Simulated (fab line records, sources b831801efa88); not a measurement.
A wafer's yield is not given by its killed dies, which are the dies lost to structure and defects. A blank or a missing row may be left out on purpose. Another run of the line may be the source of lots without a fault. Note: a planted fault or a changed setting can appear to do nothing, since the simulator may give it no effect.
fab line records	flow sky130
[record] lots = 6	wafers = 18	last_day = 50
route steps=708 shown VIA2@511 METAL3@532 CAPM@537 PAD_OPEN@708
lots that met no fault: taken from a fault-free run of the same line
start_h: start of the lot's first displayed wafer, in hours after the record's first day	wait_h: how many hours have passed since the lot's step before this one	" as in the row above	L1.1+2: a row that stands for several wafers	- value missing, or start not given	* or withheld: withheld	< > ~ a bound
route shown NAME@n: a module of which the file shows steps, and the number in the route of the first	usual: average and standard deviation across the fault-free wafers	same: alike in all rows	chamber/n: place in a boat	sites: the reading at each site	_std_site: their standard deviation	_edge_site: outer sites' mean less inner sites'	radius_mm: how far each site lies from the wafer's centre	mask NAME#n: copy n	behind: the tool/chamber that last shaped the wafer	hold: why the lot went on hold/how many hours it stayed there/how the hold came to an end	device: transistor that didn't switch, given as n, p or np	end of line: the route-end tests of the same wafers	a step without rows: its recipe alone	killed: dies lost to structure and defects at the first sort, not the wafer's yield	map: a wafer's dies, x killed, . not, _ none there
set.NAME: the setting the step ran with; set.NAME@STEP: the setting that earlier step ran with	model.NAME: the simulator's own value behind a step, which no gauge read
lots at selected steps of the route; one table per step, one row per wafer
services: when a tool's chamber went out of use (start_h, in hours from the record's first day, below 0 if earlier), for how many hours, and the reason
[[steps]]
[step SKY_VIA2_DEHYDRATE_04]
[recipe] temp_c = 200	time_s = 60
[step SKY_VIA2_HMDS_05]
[recipe] prime_time_s = 60	prime_temp_c = 120
[step SKY_VIA2_COAT_06]
[recipe] resist = BARC	temp_c = withheld	time_s = withheld	spin_rpm = 3000	resist_thk_nm = 60
[step SKY_VIA2_COAT_07]
[recipe] resist = KrF-thick	spin_rpm = 3000	resist_thk_nm = 450
[step SKY_VIA2_SOFTBAKE_08]
[recipe] temp_c = 100	time_s = 90	resist = KrF-thick
[step SKY_VIA2_EXPOSE_09]
[recipe] mask_id = VIM2	na = 0.8	source_shape = annular	sigma_inner = 0.55	sigma_outer = 0.85	target_cd_nm = 200	dose_mj = 38
[step SKY_VIA2_PEB_10]
[recipe] peb_temp_c = withheld	peb_time_s = withheld	resist = KrF-thick
[step SKY_VIA2_DEVELOP_11]
[recipe] develop_time_s = 60	resist = KrF-thick	dev_temp_c = 21
[step SKY_VIA2_CD_MEAS_12]
[recipe] target_cd_nm = 200
[usual] cd_nm = 199.7/1.5
lot.wafer	tool	chamber	start_h	wait_h	cd_nm
L420.1	cd_sem-01	-	911.66	-	200.1
L420.2	"	-	"	"	199.3
L420.3	"	-	"	"	200.0
L425.2	cd_sem-02	-	940.88	-	198.6
L425.3	"	-	"	"	199.0
L425.4	"	-	"	"	198.0
L427.2	cd_sem-02	-	962.99	-	200.5
L427.5	"	-	"	"	200.9
L427.6	"	-	"	"	200.4
L428.2	cd_sem-02	-	967.88	-	200.5
L428.4	"	-	"	"	199.7
L428.6	"	-	"	"	200.5
L430.1	cd_sem-02	-	973.36	-	200.4
L430.3	"	-	"	"	200.0
L430.5	"	-	"	"	201.5
L432.1	cd_sem-01	-	989.02	-	199.5
L432.2	"	-	"	"	200.2
L432.3	"	-	"	"	199.5
[step SKY_VIA2_OVL_MEAS_13]
[usual] VIA2_OVL = 0/5.8
lot.wafer	tool	chamber	start_h	wait_h	VIA2_OVL[nm]
L420.1	overlay-01	-	911.78	0.1	6
L420.2	"	-	"	"	2
L420.3	"	-	"	"	-2
L425.2	overlay-02	-	940.98	0.1	0
L425.3	"	-	"	"	2
L425.4	"	-	"	"	3
L427.2	overlay-01	-	963.09	0.1	3
L427.5	"	-	"	"	2
L427.6	"	-	"	"	6
L428.2	overlay-01	-	967.98	0.1	7
L428.4	"	-	"	"	4
L428.6	"	-	"	"	2
L430.1	overlay-01	-	973.48	0.1	-2
L430.3	"	-	"	"	0
L430.5	"	-	"	"	-1
L432.1	overlay-02	-	989.14	0.1	0
L432.2	"	-	"	"	6
L432.3	"	-	"	"	3
[step SKY_VIA2_ETCH_14]
[recipe] chemistry = N2/H2	target = BARC	ion_energy_ev = 200	source_w = 500	bias_w = 100	pressure_mtorr = 30	n2_flow_sccm = 100	h2_flow_sccm = 200	stop_on = SiO2	time_s = 45.9	target_depth_a = 600
[step SKY_VIA2_ETCH_15]
[recipe] target = SiO2	chemistry = C4F8/O2/Ar	target_depth_nm = 546	stop_on = TiN	mask_material = KrF-thick	source_w = 1500	bias_w = 1200	pressure_mtorr = 40	c4f8_flow_sccm = withheld	O2_flow_sccm = 6	Ar_flow_sccm = 300	time_s = 84
[usual] oes_product_au = 0.939/0.0052
[same] time_s = 84
lot.wafer	tool	chamber	start_h	wait_h	oes_product_au	rf_hours_counter_h
L420.1	rie_diel-04	3	911.86	0.0	0.940	18
L420.2	"	0	"	"	0.942	11
L420.3	"	2	"	"	0.936	23
L425.2	rie_diel-02	3	941.06	0.0	0.947	11
L425.3	"	2	"	"	0.934	4
L425.4	"	2	"	"	0.940	-
L427.2	rie_diel-02	1	963.16	0.0	0.942	12
L427.5	"	0	"	"	0.935	-
L427.6	"	1	"	"	0.942	-
L428.2	rie_diel-02	2	968.06	0.0	0.937	5
L428.4	"	0	"	"	0.936	1
L428.6	"	1	"	"	0.938	-
L430.1	rie_diel-04	0	973.56	0.0	0.941	12
L430.3	"	1	"	"	0.946	28
L430.5	"	0	"	"	0.929	-
L432.1	rie_diel-03	0	989.21	0.0	0.939	10
L432.2	"	2	"	"	0.929	15
L432.3	"	3	"	"	0.939	9
[step SKY_VIA2_STRIP_16]
[recipe] chemistry = O2/N2	power_w = 1400	pressure_mtorr = 1500	platen_temp_c = withheld	o2_flow_sccm = 3000	n2_flow_sccm = 300	overash_fraction = 0.5
[usual] drypump_motor_current_A = 5.63/0.25	oes_product_au = 0.399/0.0043	strip_time_to_endpoint_s = 4.048/0.025
lot.wafer	tool	chamber	start_h	wait_h	drypump_motor_current_A	oes_product_au	rf_hours_counter_h	strip_time_to_endpoint_s
L420.1	plasma_asher-03	0	911.92	0.0	5.86	0.390	50	4.016
L420.2	"	1	"	"	5.18	0.403	50	4.056
L420.3	"	0	"	"	5.85	0.406	-	4.068
L425.2	plasma_asher-03	1	941.12	0.0	5.19	0.401	53	4.023
L425.3	"	1	"	"	5.20	0.397	-	4.053
L425.4	"	0	"	"	5.82	0.395	-	4.052
L427.2	plasma_asher-03	1	963.23	0.0	5.22	0.399	55	4.048
L427.5	"	1	"	"	5.21	0.406	-	4.058
L427.6	"	0	"	"	5.86	0.400	-	4.056
L428.2	plasma_asher-01	0	968.12	0.0	5.55	0.397	22	4.081
L428.4	"	0	"	"	5.56	0.402	-	4.085
L428.6	"	0	"	"	5.56	0.402	-	4.074
L430.1	plasma_asher-01	1	973.62	0.0	5.74	0.401	23	4.021
L430.3	"	0	"	"	5.56	0.401	-	4.039
L430.5	"	1	"	"	5.74	0.403	-	4.038
L432.1	plasma_asher-02	0	989.28	0.0	5.95	0.401	116	4.039
L432.2	"	1	"	"	5.73	0.398	116	4.060
L432.3	"	0	"	"	5.95	0.408	-	4.076
[step SKY_VIA2_STRIP_17]
[recipe] chemistry = post_etch_residue_remover	time_s = 1200	temp_c = 72.5
[step SKY_VIA2_CLEAN_18]
[recipe] chemistry = IPA	time_s = 180	temp_c = 25
[step SKY_VIA2_CLEAN_19]
[recipe] chemistry = O3/DIW	dry = n2_spin
[step SKY_VIA2_SPUTTER_20]
[recipe] material = TiN	target_thk_nm = 20	chamber_pressure_pa = 5	power_w = 4000	time_s = 80
[usual] throttle_valve_pct = 29.8/0.9
[same] time_s = 80
lot.wafer	tool	chamber	start_h	wait_h	throttle_valve_pct
L420.1	pvd_sputter-04	-	912.54	0.0	30.1
L420.2	"	-	"	"	30.7
L420.3	"	-	"	"	29.3
L425.2	pvd_sputter-03	-	941.75	0.0	29.6
L425.3	"	-	"	"	30.2
L425.4	"	-	"	"	30.6
L427.2	pvd_sputter-04	-	963.82	0.0	31.0
L427.5	"	-	"	"	28.6
L427.6	"	-	"	"	31.3
L428.2	pvd_sputter-01	-	968.75	0.0	31.3
L428.4	"	-	"	"	29.0
L428.6	"	-	"	"	29.0
L430.1	pvd_sputter-03	-	974.22	0.0	29.7
L430.3	"	-	"	"	30.3
L430.5	"	-	"	"	29.4
L432.1	pvd_sputter-01	-	989.87	0.0	31.0
L432.2	"	-	"	"	28.9
L432.3	"	-	"	"	28.3
[step SKY_VIA2_CVD_21]
[recipe] material = W	target_thk_nm = 420	time_s = 126.4	temp_c = 400	pressure_torr = 40
[step SKY_VIA2_RS_MEAS_22]
[recipe] thk_meas_gauge = four-point-probe	reads = W_of_VIA2_CVD_21+TiN_of_VIA2_SPUTTER_20
[usual] VIA2_W_RS = 0.2739/0.0026
lot.wafer	tool	chamber	start_h	wait_h	VIA2_W_RS[ohm/sq]
L420.1	film_metro-04	-	912.73	0.1	0.2747
L420.2	"	-	"	"	0.2758
L420.3	"	-	"	"	0.2759
L425.2	film_metro-03	-	941.96	0.1	0.2749
L425.3	"	-	"	"	0.2765
L425.4	"	-	"	"	0.2702
L427.2	film_metro-04	-	964.03	0.1	0.2762
L427.5	"	-	"	"	0.2729
L427.6	"	-	"	"	0.2738
L428.2	film_metro-03	-	968.96	0.1	0.2699
L428.4	"	-	"	"	0.2748
L428.6	"	-	"	"	0.2759
L430.1	film_metro-03	-	974.41	0.1	0.2713
L430.3	"	-	"	"	0.2705
L430.5	"	-	"	"	0.2735
L432.1	film_metro-03	-	990.06	0.1	0.2710
L432.2	"	-	"	"	0.2742
L432.3	"	-	"	"	0.2768
[step SKY_VIA2_THK_MEAS_23]
[recipe] thk_meas_gauge = xrf	reads = W_of_VIA2_CVD_21
[usual] VIA2_W_THK = 396/5.2
lot.wafer	tool	chamber	start_h	wait_h	VIA2_W_THK[nm]
L420.1	film_metro-04	-	912.85	0.1	393
L420.2	"	-	"	"	389
L420.3	"	-	"	"	389
L425.2	film_metro-03	-	942.07	0.1	396
L425.3	"	-	"	"	394
L425.4	"	-	"	"	400
L427.2	film_metro-04	-	964.14	0.1	395
L427.5	"	-	"	"	401
L427.6	"	-	"	"	397
L428.2	film_metro-03	-	969.07	0.1	409
L428.4	"	-	"	"	396
L428.6	"	-	"	"	401
L430.1	film_metro-03	-	974.53	0.1	404
L430.3	"	-	"	"	405
L430.5	"	-	"	"	403
L432.1	film_metro-03	-	990.18	0.1	402
L432.2	"	-	"	"	397
L432.3	"	-	"	"	394
[step SKY_VIA2_CMP_24]
[recipe] stop_on = SiO2	t_overpolish_s = 20	down_force_psi = 3.5	platen_rpm = 60	target_thk_nm = 0	pad_velocity_m_s = 0.94248
[usual] edge_zone_pressure_frac = 1.000/0.0046	motor_current_A = 11.0/1.2	overpolish_run_s = 20.000/0.0087	time_to_endpoint_s = 102/4.2
lot.wafer	tool	chamber	start_h	wait_h	edge_zone_pressure_frac	motor_current_A	overpolish_run_s	time_to_endpoint_s
L420.3	cmp-02	2	913.67	0.8	1.002	12.7	19.994	96
L420.2	"	0	"	"	0.998	10.8	19.989	94
L420.1	"	1	"	"	0.999	10.0	19.999	92
L425.3	cmp-01	3	942.12	0.0	0.999	10.9	19.992	102
L425.4	"	1	"	"	0.984	10.4	19.994	101
L425.2	"	2	"	"	0.996	11.1	19.994	101
L427.2	cmp-02	1	964.65	0.5	0.994	10.0	20.010	100
L427.5	"	2	"	"	0.998	13.0	20.003	103
L427.6	"	3	"	"	0.999	10.5	20.022	105
L428.2	cmp-02	2	969.12	0.0	0.999	13.0	20.004	102
L428.4	"	1	"	"	1.001	10.1	20.002	96
L428.6	"	3	"	"	1.004	11.1	19.999	102
L430.1	cmp-02	2	974.59	0.1	1.002	12.6	20.000	102
L430.3	"	3	"	"	1.001	10.3	19.974	106
L430.5	"	2	"	"	1.000	12.8	20.008	103
L432.1	cmp-02	1	990.42	0.2	0.997	10.2	19.996	99
L432.2	"	2	"	"	1.001	13.3	20.002	100
L432.3	"	3	"	"	1.007	11.4	20.000	104
[step SKY_METAL3_SPUTTER_00]
[recipe] material = Ti	target_thk_nm = 15	power_w = 3000	time_s = 10	chamber_pressure_pa = 0.4
[step SKY_METAL3_SPUTTER_01]
[recipe] material = TiN	target_thk_nm = 20	power_w = 6500	time_s = 16.7	chamber_pressure_pa = 0.4
[step SKY_METAL3_SPUTTER_02]
[recipe] material = AlCu	target_thk_nm = 735	power_w = 10600	time_s = 39.1	chamber_pressure_pa = 0.4
[step SKY_METAL3_SPUTTER_03]
[recipe] material = Ti	target_thk_nm = 5	power_w = 3000	time_s = 3.2	chamber_pressure_pa = 0.4
[step SKY_METAL3_SPUTTER_04]
[recipe] material = TiN	target_thk_nm = 70	power_w = 6500	time_s = 58.3	chamber_pressure_pa = 0.4
[step SKY_CAPM_CVD_00]
[recipe] material = SiO2	target_thk_nm = 15.5	temp_c = 400	time_s = withheld	rf_w = 450
[usual] heater_power_w = 789/130
lot.wafer	tool	chamber	start_h	wait_h	heater_power_w
L420.1	pecvd-04	1	914.13	0.0	773
L420.2	"	0	"	"	664
L420.3	"	2	"	"	979
L425.2	pecvd-04	0	942.58	0.0	768
L425.3	"	1	"	"	810
L425.4	"	0	"	"	762
L427.2	pecvd-04	0	964.96	0.0	738
L427.5	"	1	"	"	802
L427.6	"	2	"	"	1079
L428.2	pecvd-02	0	969.58	0.0	731
L428.4	"	0	"	"	741
L428.6	"	2	"	"	923
L430.1	pecvd-04	1	975.04	0.0	774
L430.3	"	2	"	"	1062
L430.5	"	2	"	"	1082
L432.1	pecvd-02	2	990.87	0.0	919
L432.2	"	1	"	"	643
L432.3	"	2	"	"	917
[step SKY_CAPM_THK_MEAS_01]
[recipe] reads = SiO2_of_CAPM_CVD_00
[usual] CAPM_CVD_00_THK = 15.56/0.25
lot.wafer	tool	chamber	start_h	wait_h	CAPM_CVD_00_THK[nm]
L420.1	film_metro-03	-	914.15	-	15.13
L420.2	"	-	"	"	15.43
L420.3	"	-	"	"	15.40
L425.2	film_metro-01	-	942.61	-	15.20
L425.3	"	-	"	"	15.25
L425.4	"	-	"	"	15.69
L427.2	film_metro-02	-	964.99	-	15.21
L427.5	"	-	"	"	15.53
L427.6	"	-	"	"	15.46
L428.2	film_metro-03	-	969.61	-	15.42
L428.4	"	-	"	"	15.81
L428.6	"	-	"	"	15.77
L430.1	film_metro-03	-	975.07	-	15.27
L430.3	"	-	"	"	15.40
L430.5	"	-	"	"	15.77
L432.1	film_metro-03	-	990.90	-	15.58
L432.2	"	-	"	"	15.61
L432.3	"	-	"	"	15.94
[step SKY_CAPM_SPUTTER_02]
[recipe] material = TiN	target_thk_nm = 200	temp_c = 300	power_w = 6500	time_s = 166.7	chamber_pressure_pa = 0.4
[usual] throttle_valve_pct = 29.8/0.96
[same] time_s = 166.7
lot.wafer	tool	chamber	start_h	wait_h	throttle_valve_pct
L420.1	pvd_sputter-02	-	914.21	0.1	30.8
L420.2	"	-	"	"	29.9
L420.3	"	-	"	"	29.9
L425.2	pvd_sputter-01	-	942.66	0.0	31.5
L425.3	"	-	"	"	28.9
L425.4	"	-	"	"	28.7
L427.2	pvd_sputter-01	-	965.04	0.0	31.2
L427.5	"	-	"	"	28.7
L427.6	"	-	"	"	28.6
L428.2	pvd_sputter-02	-	969.66	0.0	29.8
L428.4	"	-	"	"	30.3
L428.6	"	-	"	"	30.4
L430.1	pvd_sputter-01	-	975.13	0.1	28.8
L430.3	"	-	"	"	28.5
L430.5	"	-	"	"	31.0
L432.1	pvd_sputter-02	-	990.96	0.1	30.1
L432.2	"	-	"	"	30.1
L432.3	"	-	"	"	30.0
[step SKY_CAPM_RS_MEAS_03]
[recipe] thk_meas_gauge = four-point-probe	reads = TiN_of_CAPM_SPUTTER_02
[usual] CAPM_TIN_RS = 6.94/0.064
lot.wafer	tool	chamber	start_h	wait_h	CAPM_TIN_RS[ohm/sq]
L420.1	film_metro-03	-	914.32	0.1	6.83
L420.2	"	-	"	"	6.82
L420.3	"	-	"	"	6.95
L425.2	film_metro-03	-	942.90	0.1	7.05
L425.3	"	-	"	"	7.02
L425.4	"	-	"	"	6.98
L427.2	film_metro-03	-	965.17	0.1	6.94
L427.5	"	-	"	"	6.92
L427.6	"	-	"	"	6.92
L428.2	film_metro-02	-	969.79	0.1	7.10
L428.4	"	-	"	"	7.01
L428.6	"	-	"	"	6.98
L430.1	film_metro-01	-	975.24	0.1	6.98
L430.3	"	-	"	"	6.94
L430.5	"	-	"	"	6.95
L432.1	film_metro-02	-	991.07	0.1	6.98
L432.2	"	-	"	"	6.87
L432.3	"	-	"	"	6.93
[step SKY_CAPM_THK_MEAS_04]
[recipe] thk_meas_gauge = xrf	reads = TiN_of_CAPM_SPUTTER_02
[usual] CAPM_TIN_THK = 200.0/1.9
lot.wafer	tool	chamber	start_h	wait_h	CAPM_TIN_THK[nm]
L420.1	film_metro-03	-	914.44	0.1	202.1
L420.2	"	-	"	"	201.5
L420.3	"	-	"	"	198.2
L425.2	film_metro-03	-	943.01	0.1	195.3
L425.3	"	-	"	"	196.6
L425.4	"	-	"	"	197.6
L427.2	film_metro-03	-	965.28	0.1	199.7
L427.5	"	-	"	"	199.6
L427.6	"	-	"	"	200.6
L428.2	film_metro-02	-	969.90	0.1	196.3
L428.4	"	-	"	"	199.1
L428.6	"	-	"	"	200.2
L430.1	film_metro-01	-	975.36	0.1	199.7
L430.3	"	-	"	"	200.8
L430.5	"	-	"	"	199.2
L432.1	film_metro-02	-	991.19	0.1	198.3
L432.2	"	-	"	"	201.0
L432.3	"	-	"	"	200.0
[step SKY_CAPM_DEHYDRATE_05]
[recipe] temp_c = 200	time_s = 60
[step SKY_CAPM_HMDS_06]
[recipe] prime_time_s = 60	prime_temp_c = 120
[step SKY_CAPM_COAT_07]
[recipe] resist = NOVOLAK	spin_rpm = 3000	resist_thk_nm = 1140
[step SKY_CAPM_SOFTBAKE_08]
[recipe] temp_c = 90	time_s = 60	resist = NOVOLAK
[step SKY_CAPM_EXPOSE_09]
[recipe] mask_id = CAPM	na = 0.6	source_shape = conventional	sigma_outer = 0.6	polarization = unpolarized	target_cd_nm = 1000	dose_mj = 159
[step SKY_CAPM_PEB_10]
[recipe] temp_c = withheld	time_s = *	resist = NOVOLAK
[step SKY_CAPM_DEVELOP_11]
[recipe] resist = NOVOLAK	developer = TMAH	develop_time_s = 60	dev_temp_c = 23
[step SKY_CAPM_OVL_MEAS_12]
[usual] CAPM_OVL = 1.2/1.3
lot.wafer	tool	chamber	start_h	wait_h	CAPM_OVL[nm]
L420.1	overlay-01	-	939.74	0.1	0.4
L420.2	"	-	"	"	0.9
L420.3	"	-	"	"	1.3
L425.2	overlay-02	-	968.16	0.1	0.4
L425.3	"	-	"	"	2.4
L425.4	"	-	"	"	1.6
L427.2	overlay-02	-	988.65	0.1	2.6
L427.5	"	-	"	"	1.4
L427.6	"	-	"	"	1.1
L428.2	overlay-02	-	994.41	0.1	0.5
L428.4	"	-	"	"	0.0
L428.6	"	-	"	"	0.7
L430.1	overlay-01	-	999.82	0.1	2.2
L430.3	"	-	"	"	1.0
L430.5	"	-	"	"	1.1
L432.1	overlay-02	-	1014.91	0.1	-0.5
L432.2	"	-	"	"	-1.3
L432.3	"	-	"	"	-0.5
[step SKY_CAPM_METAL_ETCH_13]
[recipe] target_depth_nm = 220	stop_on = SiO2	chemistry = Cl2/BCl3	target = TiN	pressure_mtorr = 10	icp_w = 900	bias_w = 48.5	Cl2_flow_sccm = 60	bcl3_flow_sccm = 30	time_s = 62.9
[step SKY_CAPM_STRIP_14]
[recipe] chemistry = O2/N2	power_w = 1400	pressure_mtorr = 1500	platen_temp_c = withheld	o2_flow_sccm = 3070	n2_flow_sccm = 300	overash_fraction = 0.5
[step SKY_CAPM_STRIP_15]
[recipe] chemistry = post_etch_residue_remover	time_s = 1200	temp_c = 72.5
[step SKY_PAD_OPEN_PROBE_99]
[usual] defect_limited_yield = 82.8/2	killed_at_M0_to_M3 = 43/6.8	killed_at_M4_up = 3.3/1.9	killed_at_contacts = 24/5.3	killed_at_front_end = 14/4.3	killed_at_other = 0.3/0.62	killed_dies = 85/9.8	killed_open = 46/8	killed_short = 39/5.9	sort_bin_3_pad_short = 0.8/0.39	sort_bin_5_function = 10.2/1.5	sort_bin_6_memory = 6.2/1.2	sort_n_pass = 407/9.8	sort_yield_pct = 82.8/2
[same] gross_dies = 492	killed_at_back_side = 0	sort_bin_4_leakage[%] = 0	sort_bin_8_speed[%] = 0
lot.wafer	tool	chamber	start_h	wait_h	defect_limited_yield[%]	killed_at_M0_to_M3	killed_at_M4_up	killed_at_contacts	killed_at_front_end	killed_at_other	killed_dies	killed_open	killed_short	sort_bin_3_pad_short[%]	sort_bin_5_function[%]	sort_bin_6_memory[%]	sort_n_pass	sort_yield_pct[%]	model.etest.tester.sort_n_pass	model.etest.tester.sort_yield_pct	model.etest.tester.sort_bin_5_pct	model.etest.tester.sort_bin_3_pct
L425.4	prober-02	-	1156.58	0.2	77.4	76	0	21	14	0	111	53	38	1.8	15.0	5.7	381	77.4	381	77.44	15.04	1.829
L427.2	prober-02	-	1172.60	0.1	86.4	35	4	13	15	0	67	39	28	0.4	8.1	5.1	425	86.4	425	86.38	8.13	0.4065
L427.5	prober-02	-	1172.75	0.2	82.1	46	1	24	15	2	88	42	46	1.2	8.3	8.3	404	82.1	404	82.11	8.333	1.22
L427.6	prober-02	-	1172.80	0.2	81.3	50	4	25	13	0	92	38	34	1.0	11.0	6.7	400	81.3	400	81.3	10.98	1.016
L428.2	prober-01	-	1177.71	0.1	83.7	32	3	25	20	0	80	44	36	0.8	9.1	6.3	412	83.7	412	83.74	9.146	0.813
L428.4	prober-01	-	1177.81	0.2	86.8	30	4	22	9	0	65	42	23	0.4	8.7	4.1	427	86.8	427	86.79	8.74	0.4065
L428.6	prober-01	-	1177.91	0.2	78.3	45	8	27	27	0	107	61	46	1.2	13.6	6.9	385	78.3	385	78.25	13.62	1.22
L430.1	prober-01	-	1182.75	0.1	84.3	42	1	17	17	0	77	45	32	0.8	8.9	5.9	415	84.3	415	84.35	8.943	0.813
L430.3	prober-01	-	1182.85	0.2	80.3	41	4	27	25	0	97	49	48	0.8	11.8	7.1	395	80.3	395	80.28	11.79	0.813
L430.5	prober-01	-	1182.95	0.2	85.2	31	5	23	14	0	73	37	36	0.2	9.6	5.1	419	85.2	419	85.16	9.553	0.2033
L432.1	prober-01	-	1192.93	0.1	87.8	32	1	18	9	0	60	42	18	0.6	6.5	5.1	432	87.8	432	87.8	6.504	0.6098
L432.2	prober-01	-	1192.98	0.1	80.3	49	4	26	17	1	97	54	43	1.0	11.6	7.1	395	80.3	395	80.28	11.59	1.016
L432.3	prober-01	-	1193.03	0.2	83.9	43	5	18	13	0	79	42	37	0.4	10.2	5.5	413	83.9	413	83.94	10.16	0.4065
// killed by level:class
L425.4 VIA2:unspecified=20 VIA1:geometric_particle:open=18 VIA3:geometric_particle:open=8 CONTACT:geometric_particle:open=7 LI_CONTACT:geometric_particle:open=6 METAL1:geometric_particle:short=6 VIA1:geometric_particle:short=6 POLY_GATE:geometric_particle:short=5
L427.2 VIA1:geometric_particle:open=12 CONTACT:geometric_particle:open=5 VIA1:geometric_particle:short=5 VIA2:geometric_particle:open=5 POLY_GATE:geometric_particle:open=4 FIELD_ISO:geometric_particle:short=3 FIELD_ISO:geometric_particle:open=3 METAL2:geometric_particle:short=3
L427.5 CONTACT:geometric_particle:open=9 VIA3:geometric_particle:open=7 VIA2:geometric_particle:open=7 VIA1:geometric_particle:open=7 CONTACT:geometric_particle:short=7 VIA1:geometric_particle:short=7 METAL1:geometric_particle:short=6 VIA3:geometric_particle:short=6
L427.6 VIA2:unspecified=20 CONTACT:geometric_particle:open=8 LOCAL_INTERCONNECT:geometric_particle:short=7 LI_CONTACT:geometric_particle:open=5 VIA1:geometric_particle:open=5 VIA2:geometric_particle:short=5 VIA2:geometric_particle:open=5 POLY_GATE:geometric_particle:open=4
L428.2 CONTACT:geometric_particle:open=10 VIA1:geometric_particle:open=10 FIELD_ISO:geometric_particle:open=7 CONTACT:geometric_particle:short=6 FIELD_ISO:geometric_particle:short=4 LI_CONTACT:geometric_particle:open=4 VIA3:geometric_particle:open=4 METAL3:geometric_particle:short=4
L428.4 VIA1:geometric_particle:open=9 VIA2:geometric_particle:open=7 LI_CONTACT:geometric_particle:open=6 CONTACT:geometric_particle:open=6 LOCAL_INTERCONNECT:geometric_particle:short=5 FIELD_ISO:geometric_particle:open=4 VIA3:geometric_particle:open=4 METAL4:geometric_particle:short=3
L428.6 VIA1:geometric_particle:open=12 CONTACT:geometric_particle:open=11 VIA2:geometric_particle:open=10 FIELD_ISO:geometric_particle:short=8 LI_CONTACT:geometric_particle:open=8 FIELD_ISO:geometric_particle:open=5 LOCAL_INTERCONNECT:geometric_particle:short=5 METAL2:geometric_particle:short=5
L430.1 VIA1:geometric_particle:open=9 VIA3:geometric_particle:open=7 LI_CONTACT:geometric_particle:open=7 CONTACT:geometric_particle:open=7 METAL2:geometric_particle:short=7 POLY_GATE:geometric_particle:open=6 VIA1:geometric_particle:short=5 VIA2:geometric_particle:open=5
L430.3 VIA1:geometric_particle:open=12 LI_CONTACT:geometric_particle:open=11 FIELD_ISO:geometric_particle:short=7 METAL1:geometric_particle:short=7 CONTACT:geometric_particle:short=6 FIELD_ISO:geometric_particle:open=5 LI_CONTACT:geometric_particle:short=5 POLY_GATE:geometric_particle:open=4
L430.5 CONTACT:geometric_particle:open=11 VIA1:geometric_particle:open=8 FIELD_ISO:geometric_particle:short=5 LI_CONTACT:geometric_particle:open=5 METAL2:geometric_particle:short=5 METAL4:geometric_particle:short=5 VIA3:geometric_particle:open=4 LOCAL_INTERCONNECT:geometric_particle:short=4
L432.1 VIA1:geometric_particle:open=10 CONTACT:geometric_particle:open=9 LI_CONTACT:geometric_particle:open=6 VIA2:geometric_particle:open=4 VIA3:geometric_particle:open=4 POLY_GATE:geometric_particle:open=3 SPACER:geometric_particle:open=3 METAL3:geometric_particle:short=3
L432.2 CONTACT:geometric_particle:open=10 VIA1:geometric_particle:open=10 VIA1:geometric_particle:short=8 VIA3:geometric_particle:open=8 FIELD_ISO:geometric_particle:open=6 LOCAL_INTERCONNECT:geometric_particle:short=6 CONTACT:geometric_particle:short=6 POLY_GATE:geometric_particle:open=5
L432.3 VIA1:geometric_particle:open=12 LI_CONTACT:geometric_particle:open=8 FIELD_ISO:geometric_particle:short=6 METAL2:geometric_particle:short=6 CONTACT:geometric_particle:open=5 METAL1:geometric_particle:short=5 VIA3:geometric_particle:open=5 VIA2:geometric_particle:open=5
// map L425.4 (x killed, . not)
__________.......x.._________
________.............._______
______............x....._____
_____..x...x....x........____
____..........xx....x..x..___
___.x.......xx.............__
__..........x.xx.........x.._
_.........x..................
_x....xx.........x..xx.x.....
_.xxxx...x.x.......x..x.....x
_...xx......xx....x....x.x..x
_.........x.....x.xxxx...xxxx
_.x...x.x...xxx..xx..x..x.xxx
_x.x...x.........x....x.xxxxx
_................x......xxxxx
__.............x..x.xx..xxxx_
___.........xx..x....x...xx__
____x.....x...x.x..x.x...x___
_____.........xx.........____
______x......x...x..xxx._____
________..x....x......_______
__________.........._________
// map L427.6 (x killed, . not)
__________..x.x....._________
________....x........._______
______.................._____
_____.......x.....x...x..____
____...........x.....x...x___
___x.x....x....xx..........__
__x..x................x....._
_.......x...x...x..xx........
_............................
_............xx.x.....x....x.
_...x.............x......x...
_....x...x.................xx
_.......x......x........x.xxx
_.x.....x......x..xx..x.xxxxx
_..x..........x.......x.xxxxx
__.x.xx....x...x..x.....xxxx_
___x.............x.....xxxx__
____...x.......xx......x..___
_____..x..xx......x......____
______.xxx.x.x..x....x.._____
________x......x......_______
__________.........._________
[[services]]
tool	chamber	start_h	hours	kind
pecvd-02	2	890.27	2.1	scheduled_down
plasma_asher-02	-	891.27	2.8	repair
pecvd-02	0	899.65	5.5	scheduled_down
pecvd-04	1	902.89	5.5	scheduled_down
plasma_asher-03	-	908.00	0.4	repair
cmp-01	-	912.25	4.0	pm
cmp-02	-	916.84	1.1	repair
rie_diel-03	-	928.22	0.3	repair
rie_diel-02	0	930.93	-	clean
rie_diel-02	0	930.93	13.0	scheduled_down
rie_diel-02	0	930.93	13.0	vent_cycle
pvd_sputter-02	3	931.91	-	consumable_replace:kit
pvd_sputter-02	3	931.91	18.0	scheduled_down
pvd_sputter-02	3	931.91	18.0	vent_cycle
pecvd-04	-	935.59	6.0	pm
rie_diel-03	0	938.88	2.1	repair
rie_diel-03	-	950.06	0.2	repair
cmp-01	-	958.86	54.0	repair
plasma_asher-02	-	963.28	2.8	pm
pecvd-04	1	965.86	6.1	repair
rie_diel-04	-	984.95	1.3	repair
pecvd-02	0	989.88	4.3	repair
cmp-01	-	990.65	1.9	repair
cmp-02	-	990.74	0.5	repair
[[key]]
[first_sign] step = SKY_PAD_OPEN_PROBE_99	reading = killed_at_M0_to_M3	direction = up	sigmas = 3	usual = 43	struck = 63
effect none on later readings
[model_effect] step = SKY_PAD_OPEN_PROBE_99	value = etest.tester.sort_n_pass	without = 409	struck = 390.5
met_at SKY_VIA2_STRIP_16
struck_wafers L425.4,L427.6
onset_between 911.92 941.12
[fault] kind = chamber_particle_source	tool = plasma_asher-03	chamber = 0	onset_h = 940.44	steps = SKY_VIA2_STRIP_16	rate_per_visit_cm2 = 0.45207	end_h = 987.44
